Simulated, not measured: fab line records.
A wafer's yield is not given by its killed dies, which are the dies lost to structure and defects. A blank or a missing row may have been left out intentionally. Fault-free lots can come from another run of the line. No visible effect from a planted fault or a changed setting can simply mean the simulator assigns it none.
fab line records -- flow sky130
record: lots: 6, wafers: 18, last_day: 50
route steps=708 shown GATE_OXIDE@191 POLY_GATE@204 PAD_OPEN@708
lots that met no fault: from a run of the same line without faults
start_h: hours from the record's first day to the start of the lot's first wafer shown -- wait_h: hours from the lot's prior step to this one -- " identical to the entry in the row above -- L1.1+2: several wafers, shown together as one row -- - either no value or no given start -- * or withheld: withheld -- < > ~ a bound
route shown NAME@n: names a module that has steps shown in the file, with the first one's number in the route -- usual: mean and standard deviation over wafers with no fault -- same: alike in all rows -- chamber/n: place in a boat -- sites: readings site by site -- _std_site: standard deviation across them -- _edge_site: outer sites' mean less inner sites' -- radius_mm: for every site, how far away it sits from the centre of the wafer -- mask NAME#n: copy n -- behind: the most recent tool/chamber to have shaped the wafer -- hold: the reason the lot was held/the length of the hold in hours/how it ended -- device: transistor that didn't switch, given as n, p or np -- end of line: at the end of the route, the tests of the same wafers -- a step with no rows: only its recipe -- killed: count of dies lost to structure and defects at first sort (not the wafer's yield) -- map: dies across one wafer; x = killed, . = not, _ = none there
set.NAME: setting as actually run; set.NAME@STEP: the setting as run at that earlier step -- model.NAME: the simulator's own value behind a step, which no gauge read
certain route steps with their lots: each step a table, each wafer a row
services: the hour from which a tool's chamber was out of use, counted from the record's first day as start_h (under 0 if before that day), plus the number of hours and why
== steps ==
step: SKY_GATE_OXIDE_HMDS_04
recipe: prime_time_s: 60, prime_temp_c: 120
step: SKY_GATE_OXIDE_COAT_05
recipe: resist: NOVOLAK, spin_rpm: 3000, resist_thk_nm: 1140
step: SKY_GATE_OXIDE_SOFTBAKE_06
recipe: temp_c: 90, time_s: 60, resist: NOVOLAK
step: SKY_GATE_OXIDE_EXPOSE_07
recipe: mask_id: LVOM, na: 0.6, source_shape: conventional, sigma_outer: 0.6, polarization: unpolarized, target_cd_nm: 600, dose_mj: 170
step: SKY_GATE_OXIDE_PEB_08
recipe: temp_c: withheld, time_s: *, resist: NOVOLAK
step: SKY_GATE_OXIDE_DEVELOP_09
recipe: resist: NOVOLAK, developer: TMAH, develop_time_s: 60, dev_temp_c: 23
step: SKY_GATE_OXIDE_OVL_MEAS_10
usual: GATE_OXIDE_OVL: 0.0/1.5
lot.wafer,tool,chamber,start_h,wait_h,GATE_OXIDE_OVL[nm]
L759.1,overlay-02,-,303.06,0.1,-0.6
L759.2,overlay-02,-,303.06,0.1,1.4
L759.6,overlay-02,-,303.06,0.1,-1.5
L761.2,overlay-01,-,321.07,0.1,2.9
L761.4,overlay-01,-,321.07,0.1,0.6
L761.6,overlay-01,-,321.07,0.1,0.2
L762.1,overlay-02,-,332.48,0.1,-0.1
L762.2,overlay-02,-,332.48,0.1,-1.2
L762.4,overlay-02,-,332.48,0.1,1.1
L764.2,overlay-01,-,355.72,0.1,0.6
L764.4,overlay-01,-,355.72,0.1,1.3
L764.6,overlay-01,-,355.72,0.1,0.5
L781.1,overlay-02,-,497.93,0.1,-0.8
L781.4,overlay-02,-,497.93,0.1,-1.1
L781.6,overlay-02,-,497.93,0.1,-0.6
L782.2,overlay-01,-,507.42,0.1,1.2
L782.3,overlay-01,-,507.42,0.1,0.6
L782.4,overlay-01,-,507.42,0.1,1.2
step: SKY_GATE_OXIDE_IMPLANT_11
recipe: species: B, energy_kev: 10, dose_cm2: 2.551e+12, tilt_deg: withheld
step: SKY_GATE_OXIDE_WET_ETCH_12
recipe: chemistry: dHF, target_depth_nm: 16.8, dry: n2_spin, target: SiO2, dilution: 100:1, temp_c: 25, time_s: 336
step: SKY_GATE_OXIDE_STRIP_13
recipe: chemistry: O2/N2, power_w: 1400, pressure_mtorr: 1500, platen_temp_c: withheld, o2_flow_sccm: 3000, n2_flow_sccm: 300, overash_fraction: 0.5
usual: drypump_motor_current_A: 5.9/0.61, oes_product_au: 0.715/0.0044, strip_time_to_endpoint_s: 14.20/0.042
lot.wafer,tool,chamber,start_h,wait_h,drypump_motor_current_A,oes_product_au,rf_hours_counter_h,strip_time_to_endpoint_s
L759.1,plasma_asher-02,1,303.37,0.0,6.6,0.716,61,14.19
L759.2,plasma_asher-02,0,303.37,0.0,5.5,0.711,61,14.12
L759.6,plasma_asher-02,1,303.37,0.0,6.7,0.717,-,14.18
L761.2,plasma_asher-03,0,321.35,0.0,5.1,0.716,64,14.14
L761.4,plasma_asher-03,1,321.35,0.0,5.5,0.716,-,14.18
L761.6,plasma_asher-03,1,321.35,0.0,5.5,0.716,-,14.17
L762.1,plasma_asher-04,1,332.76,0.0,6.1,0.715,19,14.17
L762.2,plasma_asher-04,0,332.76,0.0,6.7,0.710,19,14.21
L762.4,plasma_asher-04,0,332.76,0.0,6.7,0.724,-,14.15
L764.2,plasma_asher-02,1,356.01,0.0,6.7,0.720,66,14.14
L764.4,plasma_asher-02,1,356.01,0.0,6.7,0.720,-,14.20
L764.6,plasma_asher-02,1,356.01,0.0,6.7,0.713,-,14.16
L781.1,plasma_asher-03,0,498.21,0.0,5.0,0.712,6,14.24
L781.4,plasma_asher-03,0,498.21,0.0,5.1,0.709,-,14.20
L781.6,plasma_asher-03,1,498.21,0.0,5.5,0.714,-,14.21
L782.2,plasma_asher-02,0,507.70,0.0,5.5,0.708,80,14.23
L782.3,plasma_asher-02,0,507.70,0.0,5.5,0.714,-,14.21
L782.4,plasma_asher-02,1,507.70,0.0,6.7,0.717,-,14.22
step: SKY_GATE_OXIDE_TW_MEAS_14
usual: GATE_OXIDE_TW: 219.9/1.8
lot.wafer,tool,chamber,start_h,wait_h,GATE_OXIDE_TW
L759.1,film_metro-02,-,303.47,0.1,220.8
L759.2,film_metro-02,-,303.47,0.1,221.2
L759.6,film_metro-02,-,303.47,0.1,220.9
L761.2,film_metro-02,-,321.46,0.1,220.3
L761.4,film_metro-02,-,321.46,0.1,220.5
L761.6,film_metro-02,-,321.46,0.1,221.0
L762.1,film_metro-04,-,332.86,0.1,223.3
L762.2,film_metro-04,-,332.86,0.1,223.2
L762.4,film_metro-04,-,332.86,0.1,222.4
L764.2,film_metro-03,-,356.12,0.1,218.8
L764.4,film_metro-03,-,356.12,0.1,219.0
L764.6,film_metro-03,-,356.12,0.1,218.6
L781.1,film_metro-02,-,498.31,0.1,220.5
L781.4,film_metro-02,-,498.31,0.1,219.8
L781.6,film_metro-02,-,498.31,0.1,221.0
L782.2,film_metro-03,-,507.81,0.1,216.3
L782.3,film_metro-03,-,507.81,0.1,217.3
L782.4,film_metro-03,-,507.81,0.1,217.5
step: SKY_GATE_OXIDE_CLEAN_15
recipe: chemistry: SC1/SC2, mix: 1:4:20, temp_c: 70, time_s: 150, dry: n2_spin
step: SKY_GATE_OXIDE_OXIDATION_16
recipe: temp_c: 800, ambient: O2, idle_temp_c: 700, ramp_up_c_per_min: 10, ramp_down_c_per_min: 3, stabilise_s: 600, purge_s: 300, target_thk_a: 35.7, ox_time_s: 1915
usual: spike_tc_upper_C: 801.4/1.5
same: stabilise_s: 600
lot.wafer,tool,chamber,start_h,wait_h,spike_tc_upper_C,model.SiO2_of_GATE_OXIDE_OXIDATION_01.thk_nm
L759.1,furnace-02,0,303.58,0.0,799.8,11.56
L759.2,furnace-02,0,303.58,0.0,799.6,11.57
L759.6,furnace-02,0,303.58,0.0,800.6,11.64
L761.2,furnace-02,0,321.77,0.2,801.2,11.75
L761.4,furnace-02,0,321.77,0.2,801.2,11.9
L761.6,furnace-02,0,321.77,0.2,800.5,11.73
L762.1,furnace-02,0,337.30,4.3,799.6,11.76
L762.2,furnace-02,0,337.30,4.3,801.1,11.88
L762.4,furnace-02,0,337.30,4.3,800.7,11.88
L764.2,furnace-01,0,356.47,0.2,802.1,11.42
L764.4,furnace-01,0,356.47,0.2,803.4,11.48
L764.6,furnace-01,0,356.47,0.2,804.6,11.51
L781.1,furnace-01,0,498.43,0.0,803.5,12.05
L781.4,furnace-01,0,498.43,0.0,803.2,12.16
L781.6,furnace-01,0,498.43,0.0,804.3,12.18
L782.2,furnace-01,0,508.70,0.8,801.0,12.41
L782.3,furnace-01,0,508.70,0.8,801.4,12.55
L782.4,furnace-01,0,508.70,0.8,804.4,12.5
step: SKY_POLY_GATE_CVD_00
recipe: material: poly-Si, target_thk_nm: 180, temp_c: 620, time_s: 720, pressure_mtorr: 200
step: SKY_PAD_OPEN_PROBE_99
usual: killed_at_M0_to_M3: 44/7.9, killed_at_M4_up: 3.1/2, killed_at_contacts: 23/4.9, killed_at_front_end: 15/3.9, killed_at_other: 0.2/0.49, killed_dies: 86/10, killed_open: 47/7.1, killed_short: 39/7.1
same: gross_dies: 492, killed_at_back_side: 0
lot.wafer,tool,chamber,start_h,wait_h,killed_at_M0_to_M3,killed_at_M4_up,killed_at_contacts,killed_at_front_end,killed_at_other,killed_dies,killed_open,killed_short,model.etest.nfet_16v.r_on_ohm_um,model.etest.pfet_16v.r_on_ohm_um,model.etest.pfet_g5v0d10v5.r_on_ohm_um,model.etest.pfet_01v8.r_on_ohm_um,model.etest.tip_sonos.rs_ohm_sq,model.etest.nfet_g5v0d10v5.r_on_ohm_um,model.etest.nfet_01v8.r_on_ohm_um,model.etest.nfet_01v8_lvt.drive_ua_um
L759.1,prober-02,-,1071.58,0.1,56,6,19,16,0,97,55,42,1.381e+04,1.532e+04,4713,2962,2638,1904,855.7,568.1
L759.2,prober-02,-,1071.63,0.1,45,4,22,18,0,89,51,38,1.378e+04,1.534e+04,4726,2945,2660,1881,830.6,571.7
L759.6,prober-02,-,1071.83,0.2,37,1,19,23,0,80,52,28,1.381e+04,1.526e+04,4820,2965,2666,1898,873,554.5
L761.2,prober-02,-,1084.84,0.1,55,4,28,11,0,98,46,50,1.383e+04,1.581e+04,4728,2755,2709,1880,780.7,609.7
L761.4,prober-02,-,1084.94,0.2,51,5,17,10,0,83,42,41,1.406e+04,1.717e+04,4822,2898,2721,1921,822.3,590.9
L761.6,prober-02,-,1085.04,0.2,49,0,26,9,0,84,49,35,1.4e+04,1.688e+04,4790,2923,2700,1888,813.4,589.5
L762.1,prober-01,-,1098.84,0.1,40,3,30,16,1,90,48,42,1.406e+04,1.482e+04,4833,3065,2715,1919,858.8,558.6
L762.2,prober-01,-,1098.89,0.1,40,1,28,6,0,75,45,30,1.408e+04,1.507e+04,4830,2942,2676,1895,865.2,556.6
L762.4,prober-01,-,1098.99,0.2,43,2,22,16,0,83,43,40,1.428e+04,1.55e+04,4818,2993,2685,1913,854.5,558.9
L764.2,prober-01,-,1110.49,0.1,39,3,28,14,0,84,33,50,1.414e+04,1.583e+04,4830,2886,2497,1875,830.1,580
L764.4,prober-01,-,1110.59,0.2,33,4,22,19,0,78,37,39,1.412e+04,1.541e+04,4823,2878,2500,1887,820.9,593.3
L764.6,prober-01,-,1110.69,0.2,31,0,24,18,1,74,33,41,1.394e+04,1.509e+04,4795,2952,2480,1901,830.3,574.8
L781.1,prober-02,-,1195.55,0.1,47,6,18,19,0,90,52,38,1.465e+04,1.56e+04,5172,3240,2811,2038,971.9,501.9
L781.4,prober-02,-,1195.70,0.2,36,2,27,14,1,80,44,36,1.473e+04,1.58e+04,5212,3136,2796,2022,946.4,510.1
L781.6,prober-02,-,1195.80,0.2,47,5,21,16,0,89,52,37,1.483e+04,1.606e+04,5210,3156,2840,2016,946.5,506.6
L782.2,prober-01,-,1199.57,0.1,40,0,22,13,0,75,46,28,1.472e+04,1.599e+04,5283,3307,2788,2066,973.9,496.4
L782.3,prober-01,-,1199.62,0.2,38,3,18,11,0,70,43,27,1.474e+04,1.563e+04,5319,3217,2883,2073,953.1,509
L782.4,prober-01,-,1199.67,0.2,40,1,17,14,0,72,39,33,1.468e+04,1.59e+04,5255,3333,2816,2064,970.6,499.9
killed by level:class
L759.1 VIA1:geometric_particle:open=15 VIA3:geometric_particle:open=9 VIA2:geometric_particle:open=6 METAL2:geometric_particle:short=6 CONTACT:geometric_particle:short=5 FIELD_ISO:geometric_particle:short=4 LOCAL_INTERCONNECT:geometric_particle:short=4 METAL1:geometric_particle:short=4
L759.2 VIA2:geometric_particle:open=10 VIA1:geometric_particle:open=10 CONTACT:geometric_particle:open=6 VIA3:geometric_particle:open=6 FIELD_ISO:geometric_particle:short=5 POLY_GATE:geometric_particle:short=4 LI_CONTACT:geometric_particle:open=4 LOCAL_INTERCONNECT:geometric_particle:short=4
L759.6 FIELD_ISO:geometric_particle:open=13 CONTACT:geometric_particle:open=8 VIA1:geometric_particle:open=8 VIA3:geometric_particle:open=7 METAL1:geometric_particle:short=6 VIA2:geometric_particle:open=6 FIELD_ISO:geometric_particle:short=4 LI_CONTACT:geometric_particle:open=4
L761.2 VIA1:geometric_particle:open=11 VIA3:geometric_particle:open=11 CONTACT:geometric_particle:short=9 CONTACT:geometric_particle:open=7 METAL2:geometric_particle:short=6 LI_CONTACT:geometric_particle:short=5 VIA2:geometric_particle:open=5 VIA2:geometric_particle:short=4
L761.4 METAL1:geometric_particle:short=9 VIA1:geometric_particle:open=9 METAL2:geometric_particle:short=7 CONTACT:geometric_particle:open=6 VIA2:geometric_particle:open=6 VIA1:geometric_particle:short=5 LI_CONTACT:geometric_particle:open=4 FIELD_ISO:geometric_particle:short=3
L761.6 VIA2:geometric_particle:open=11 LI_CONTACT:geometric_particle:open=10 VIA1:geometric_particle:open=10 CONTACT:geometric_particle:open=6 CONTACT:geometric_particle:short=6 VIA3:geometric_particle:open=6 METAL1:geometric_particle:short=5 VIA1:geometric_particle:short=5
L762.1 LI_CONTACT:geometric_particle:open=12 VIA1:geometric_particle:open=10 LOCAL_INTERCONNECT:geometric_particle:short=7 CONTACT:geometric_particle:short=6 VIA2:geometric_particle:open=6 POLY_GATE:geometric_particle:short=5 METAL1:geometric_particle:short=5 VIA1:geometric_particle:short=5
L762.2 VIA3:geometric_particle:open=10 LOCAL_INTERCONNECT:geometric_particle:short=8 CONTACT:geometric_particle:open=7 CONTACT:geometric_particle:short=7 VIA1:geometric_particle:open=6 VIA2:geometric_particle:open=6 LI_CONTACT:geometric_particle:open=4 METAL1:geometric_particle:open=4
L762.4 CONTACT:geometric_particle:open=11 VIA1:geometric_particle:open=7 VIA3:geometric_particle:open=6 METAL1:geometric_particle:short=6 VIA2:geometric_particle:open=6 POLY_GATE:geometric_particle:short=4 METAL2:geometric_particle:short=4 METAL3:geometric_particle:short=4
L764.2 LOCAL_INTERCONNECT:geometric_particle:short=10 METAL2:geometric_particle:short=7 CONTACT:geometric_particle:short=6 CONTACT:geometric_particle:open=6 VIA1:geometric_particle:open=5 VIA1:geometric_particle:short=5 VIA2:geometric_particle:short=5 FIELD_ISO:geometric_particle:open=4
L764.4 VIA1:geometric_particle:open=9 CONTACT:geometric_particle:open=8 POLY_GATE:geometric_particle:short=6 VIA1:geometric_particle:short=6 METAL2:geometric_particle:short=5 SPACER:geometric_particle:open=4 LI_CONTACT:geometric_particle:open=4 LOCAL_INTERCONNECT:geometric_particle:short=4
L764.6 VIA1:geometric_particle:open=10 LOCAL_INTERCONNECT:geometric_particle:short=9 CONTACT:geometric_particle:short=8 FIELD_ISO:geometric_particle:short=6 CONTACT:geometric_particle:open=6 METAL2:geometric_particle:short=5 VIA3:geometric_particle:open=5 SPACER:geometric_particle:short=4
L781.1 VIA3:geometric_particle:open=10 VIA1:geometric_particle:open=9 VIA2:geometric_particle:open=7 VIA1:geometric_particle:short=6 METAL3:geometric_particle:open=6 FIELD_ISO:geometric_particle:open=5 LOCAL_INTERCONNECT:geometric_particle:short=5 CONTACT:geometric_particle:short=5
L781.4 CONTACT:geometric_particle:open=12 VIA1:geometric_particle:open=7 METAL1:geometric_particle:short=6 FIELD_ISO:geometric_particle:open=5 CONTACT:geometric_particle:short=5 METAL3:geometric_particle:short=5 METAL2:geometric_particle:short=5 VIA2:geometric_particle:open=5
L781.6 FIELD_ISO:geometric_particle:open=10 VIA1:geometric_particle:open=9 VIA2:geometric_particle:open=8 LI_CONTACT:geometric_particle:open=8 VIA3:geometric_particle:open=7 METAL2:geometric_particle:short=6 METAL3:geometric_particle:short=6 CONTACT:geometric_particle:open=5
L782.2 VIA1:geometric_particle:open=14 CONTACT:geometric_particle:open=7 LOCAL_INTERCONNECT:geometric_particle:short=6 LI_CONTACT:geometric_particle:open=5 VIA3:geometric_particle:open=5 FIELD_ISO:geometric_particle:open=4 VIA2:geometric_particle:open=4 POLY_GATE:geometric_particle:short=3
L782.3 VIA1:geometric_particle:open=9 CONTACT:geometric_particle:open=7 METAL1:geometric_particle:short=6 METAL1:geometric_particle:open=6 VIA1:geometric_particle:short=5 LI_CONTACT:geometric_particle:open=4 VIA2:geometric_particle:open=4 FIELD_ISO:geometric_particle:open=3
L782.4 VIA1:geometric_particle:open=10 LI_CONTACT:geometric_particle:open=7 METAL1:geometric_particle:short=5 VIA3:geometric_particle:open=5 VIA2:geometric_particle:open=5 FIELD_ISO:geometric_particle:open=4 POLY_GATE:geometric_particle:short=4 VIA2:geometric_particle:short=4
== services ==
tool,chamber,start_h,hours,kind
plasma_asher-03,-,284.00,3.3,repair
furnace-02,-,296.09,4.8,repair
plasma_asher-04,-,306.27,1.4,repair
furnace-01,-,311.67,11.1,pm
furnace-01,-,322.81,4.2,pm
furnace-02,-,327.49,3.4,pm
furnace-02,-,332.23,3.7,pm
plasma_asher-03,-,334.06,2.8,pm
plasma_asher-02,-,372.87,12.5,repair
plasma_asher-04,-,406.08,2.8,pm
plasma_asher-02,-,419.46,2.7,repair
plasma_asher-03,-,421.25,9.0,pm
plasma_asher-03,0,421.25,9.0,vent_cycle
plasma_asher-03,1,421.25,9.0,vent_cycle
plasma_asher-03,0,430.25,-,clean
plasma_asher-03,1,430.25,-,clean
plasma_asher-04,-,430.45,1.0,repair
furnace-01,-,480.95,2.9,pm
furnace-02,-,499.32,3.5,pm
furnace-01,-,503.97,4.7,pm
== key ==
first_sign none at tools or gauges
model_effect: step: SKY_GATE_OXIDE_OXIDATION_16, value: SiO2_of_GATE_OXIDE_OXIDATION_01.thk_nm, without: 11.47, struck: 12.31
model_effect: step: SKY_PAD_OPEN_PROBE_99, value: etest.nfet_16v.r_on_ohm_um, without: 1.392e+04, struck: 1.473e+04
met_at SKY_GATE_OXIDE_OXIDATION_16
struck_wafers L781.1,L781.4,L781.6,L782.2,L782.3,L782.4
tester_left_out L781,L782
onset_between 356.47 498.43
also_fits time
fault: kind: process_parameter_drift, tool: furnace-01, chamber: -, onset_h: 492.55, steps: SKY_GATE_OXIDE_OXIDATION_16, channel: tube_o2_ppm, offset: 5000, shape: step, end_h: 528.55
tester_left_out: of these lots the tester's yield and bins aren't shown, on N5 and GAA mostly nor the transistor test; their killed dies are dies lost to structure and defects alone, not to doping, threshold or leakage, so they don't give the yield
